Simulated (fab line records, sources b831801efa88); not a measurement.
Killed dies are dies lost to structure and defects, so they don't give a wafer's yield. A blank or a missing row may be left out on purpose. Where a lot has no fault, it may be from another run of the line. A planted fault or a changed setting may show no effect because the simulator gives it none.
Lot-split experiment + flow sky130 + 23 wafers read across 5 lots, on a route 708 steps long

THE SPLIT ITSELF
At SKY_SD_N_SOFTBAKE_03 (time 60 s), the setting temp-c was moved away from the recipe's 90 C on 7 of the 23 wafers read, by -3.8% to +2.3%. This setting was run at the recipe's value on the other wafers.

FROM THE SPLIT TO THE READING: what the file shows between them, 2 steps
- SKY_SD_N_EXPOSE_04: exposes mask NSDM, target cd 380 nm
- SKY_SD_N_PEB_05

THE READING
NOVOLAK_of_SD_N_COAT_02.thk-nm (the simulator's own value, which no gauge read), in nm, at SKY_SD_N_DEVELOP_06 (develop time 60 s). The file does not state a usual value for it. The 16 wafers here that ran the recipe average 1140 nm, standard deviation 4.1 nm.

| wafer  | tool, chamber at the split | temp-c as run, C | against the recipe | NOVOLAK_of_SD_N_COAT_02.thk-nm, nm | against lot-mates on the recipe |
|--------|----------------------------|------------------|--------------------|------------------------------------|---------------------------------|
| L074.1 | litho-track-04, 0          | 92.1             | +2.3%              | 1136                               | -7                              |
| L074.2 | litho-track-04, 0          | 90               | recipe             | 1144                               | -                               |
| L074.3 | litho-track-04, 0          | 90               | recipe             | 1145                               | -                               |
| L074.5 | litho-track-04, 0          | 90               | recipe             | 1139                               | -                               |
| L074.6 | litho-track-04, 0          | 92.1             | +2.3%              | 1134                               | -9                              |
| L079.2 | litho-track-01, 0          | 90               | recipe             | 1130                               | -                               |
| L079.4 | litho-track-01, 0          | 90               | recipe             | 1133                               | -                               |
| L079.5 | litho-track-01, 0          | 90               | recipe             | 1133                               | -                               |
| L082.1 | litho-track-04, 0          | 90               | recipe             | 1141                               | -                               |
| L082.2 | litho-track-04, 0          | 90               | recipe             | 1141                               | -                               |
| L082.3 | litho-track-04, 0          | 90               | recipe             | 1143                               | -                               |
| L082.6 | litho-track-04, 0          | 90               | recipe             | 1143                               | -                               |
| L082.4 | litho-track-04, 0          | 90               | recipe             | 1142                               | -                               |
| L081.1 | litho-track-04, 0          | 90               | recipe             | 1139                               | -                               |
| L081.2 | litho-track-04, 0          | 90               | recipe             | 1140                               | -                               |
| L081.3 | litho-track-04, 0          | 90               | recipe             | 1140                               | -                               |
| L081.4 | litho-track-04, 0          | 86.55            | -3.8%              | 1151                               | +11                             |
| L081.6 | litho-track-04, 0          | 86.55            | -3.8%              | 1151                               | +11                             |
| L084.1 | litho-track-02, 0          | 87.99            | -2.2%              | 1146                               | +6                              |
| L084.2 | litho-track-02, 0          | 90               | recipe             | 1138                               | -                               |
| L084.3 | litho-track-02, 0          | 87.99            | -2.2%              | 1149                               | +10                             |
| L084.4 | litho-track-02, 0          | 90               | recipe             | 1141                               | -                               |
| L084.6 | litho-track-02, 0          | 87.99            | -2.2%              | 1144                               | +4                              |

THE FIT
A straight line over all 23 wafers: NOVOLAK_of_SD_N_COAT_02.thk-nm changes by -2.74 nm for each +1% of temp-c; r = -0.76; the points scatter about the line by 3.7 nm.
The same after taking each lot's own level away (the mean of its wafers on the recipe; 23 wafers): -3.06 nm for each +1%; r = -0.95; scatter 1.6 nm.
The reading moves by 12 nm for the largest change in temp-c, on that fit.
From 1132.0 to 1142.7 nm: that is the span of the lots' own levels, equal to 2.6 times the standard deviation above.
So the lot-to-lot level blurs the effect unless lot-mates are compared.
Check: for one of the wafers moved furthest among these (-3.8%), held out of the fit, the line's prediction against its lot-mates is +11.8 nm. It came out at +11.3 nm against them.

THE OTHER SPLITS THESE WAFERS WENT THROUGH
Before the reading, these wafers also passed through other splits. Each is held against what the fit with the lots' levels taken away leaves over:
| other split on the same wafers      | wafers away from the commonest value | r with NOVOLAK_of_SD_N_COAT_02.thk-nm (lot level and that fit taken away) |
|-------------------------------------|--------------------------------------|---------------------------------------------------------------------------|
| SKY_LDD_P_DEVELOP_06 develop-time-s | 10                                   | -0.05                                                                     |
| SKY_LDD_HVN_IMPLANT_08 energy-kev   | 7                                    | +0.06                                                                     |
| SKY_LDD_HVP_IMPLANT_08 energy-kev   | 8                                    | +0.11                                                                     |
| SKY_LDD_LDN_IMPLANT_09 energy-kev   | 11                                   | +0.07                                                                     |
| SKY_LDD_LDN_IMPLANT_10 energy-kev   | 8                                    | -0.02                                                                     |
| SKY_POLY_CUT_EXPOSE_05 dose-mj      | 7                                    | +0.14                                                                     |
| SKY_SD_P_DEVELOP_06 dev-temp-c      | 9                                    | +0.21                                                                     |

FILE'S OWN FIT
NOVOLAK_of_SD_N_COAT_02.thk-nm changes by -3.07 nm for each +1% of temp-c, r = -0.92.
